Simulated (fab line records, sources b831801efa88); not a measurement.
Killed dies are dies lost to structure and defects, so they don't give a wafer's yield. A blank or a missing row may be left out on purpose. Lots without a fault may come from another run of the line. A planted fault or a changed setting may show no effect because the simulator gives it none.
Split-lot experiment | flow sky130 | 5 lots, 23 wafers read, on a route of 708 steps

THE SPLIT
At SKY_LDD_N_IMPLANT_15, the setting energy_kev was moved away from the recipe's 50 on 10 of the 23 wafers read, by -4.8% to +5.1%. The other wafers ran this setting at the recipe's value.

The reading is taken at the split's own step.

THE READING
implant.drp_nm (the simulator's own value, which no gauge read), in nm, at SKY_LDD_N_IMPLANT_15. The file gives no usual value for it.

wafer  | tool, chamber at the split | energy_kev as run | against the recipe | implant.drp_nm, nm | against lot-mates on the recipe
L075.1 | implanter-02, 0            | 50                | recipe             | 18.83              | -
L075.2 | implanter-02, 0            | 50                | recipe             | 18.83              | -
L075.4 | implanter-02, 0            | 50                | recipe             | 18.83              | -
L075.3 | implanter-02, 0            | 51.72             | +3.4%              | 19.31              | +0.48
L075.6 | implanter-02, 0            | 51.72             | +3.4%              | 19.31              | +0.48
L078.1 | implanter-03, 0            | 52.54             | +5.1%              | 19.53              | +0.70
L078.3 | implanter-03, 0            | 52.54             | +5.1%              | 19.53              | +0.70
L078.4 | implanter-03, 0            | 52.54             | +5.1%              | 19.53              | +0.70
L078.2 | implanter-03, 0            | 50                | recipe             | 18.83              | -
L078.6 | implanter-03, 0            | 50                | recipe             | 18.83              | -
L079.2 | implanter-03, 0            | 52.34             | +4.7%              | 19.48              | +0.65
L079.4 | implanter-03, 0            | 52.34             | +4.7%              | 19.48              | +0.65
L079.5 | implanter-03, 0            | 52.34             | +4.7%              | 19.48              | +0.65
L079.3 | implanter-03, 0            | 50                | recipe             | 18.83              | -
L079.6 | implanter-03, 0            | 50                | recipe             | 18.83              | -
L080.1 | implanter-03, 0            | 50                | recipe             | 18.83              | -
L080.5 | implanter-03, 0            | 50                | recipe             | 18.83              | -
L080.6 | implanter-03, 0            | 50                | recipe             | 18.83              | -
L081.1 | implanter-01, 0            | 47.59             | -4.8%              | 18.17              | -0.66
L081.4 | implanter-01, 0            | 47.59             | -4.8%              | 18.17              | -0.66
L081.2 | implanter-01, 0            | 50                | recipe             | 18.83              | -
L081.5 | implanter-01, 0            | 50                | recipe             | 18.83              | -
L081.6 | implanter-01, 0            | 50                | recipe             | 18.83              | -

THE FIT
A straight line over all 23 wafers: implant.drp_nm changes by +0.138 nm for each +1% of energy_kev; r = +1.00; the points scatter about the line by 0.0024 nm.
The same after taking each lot's own level away (the mean of its wafers on the recipe; 23 wafers): +0.138 nm for each +1%; r = +1.00; scatter 0.0024 nm.
On that fit, the largest move of energy_kev shifts the reading by 0.7 nm.
The lots' own levels span 18.830 to 18.830 nm.
So the lot-to-lot level changes the slope little: the two slopes agree.
Check: with one of the wafers moved furthest among these (+5.1%) left out of the fit, the line predicts +0.703 nm for it against its lot-mates. It came out at +0.7 nm against them.

OTHER SPLITS ON THESE WAFERS
These wafers also went through other splits before the reading. Each is held against what the fit with the lots' levels taken away leaves over:
other split on the same wafers          | wafers away from the commonest value | r with implant.drp_nm (lot level and that fit taken away)
SKY_VT_ADJUST_PCH_IMPLANT_08 energy_kev | 4                                    | -0.49
SKY_SONOS_TUNNEL_IMPLANT_09 energy_kev  | 5                                    | +0.25
SKY_SONOS_ONO_CVD_02 time_s             | 15                                   | +0.35
SKY_SONOS_ONO_EXPOSE_10 dose_mj         | 9                                    | +0.30
SKY_GATE_OXIDE_OXIDATION_16 ox_time_s   | 15                                   | -0.09
SKY_POLY_GATE_COAT_07 resist_thk_nm     | 8                                    | -0.06
SKY_POLY_GATE_OXIDATION_20 temp_c       | 18                                   | +0.16
SKY_LDD_N_IMPLANT_08 energy_kev         | 11                                   | -0.05

THE WHOLE CHAIN: every reading that the file lists as answering this split, in the file's order
step                 | what it does | reading                                                         | change (the file's fit)               | r (the file's)
SKY_LDD_N_IMPLANT_15 |              | implant.rp_nm (the simulator's own value, which no gauge read)  | +0.32 nm for each +1% of the setting  | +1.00
SKY_LDD_N_IMPLANT_15 |              | implant.drp_nm (the simulator's own value, which no gauge read) | +0.138 nm for each +1% of the setting | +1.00

THE FILE'S OWN FIT
implant.drp_nm changes by +0.138 nm for each +1% of energy_kev, r = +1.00.
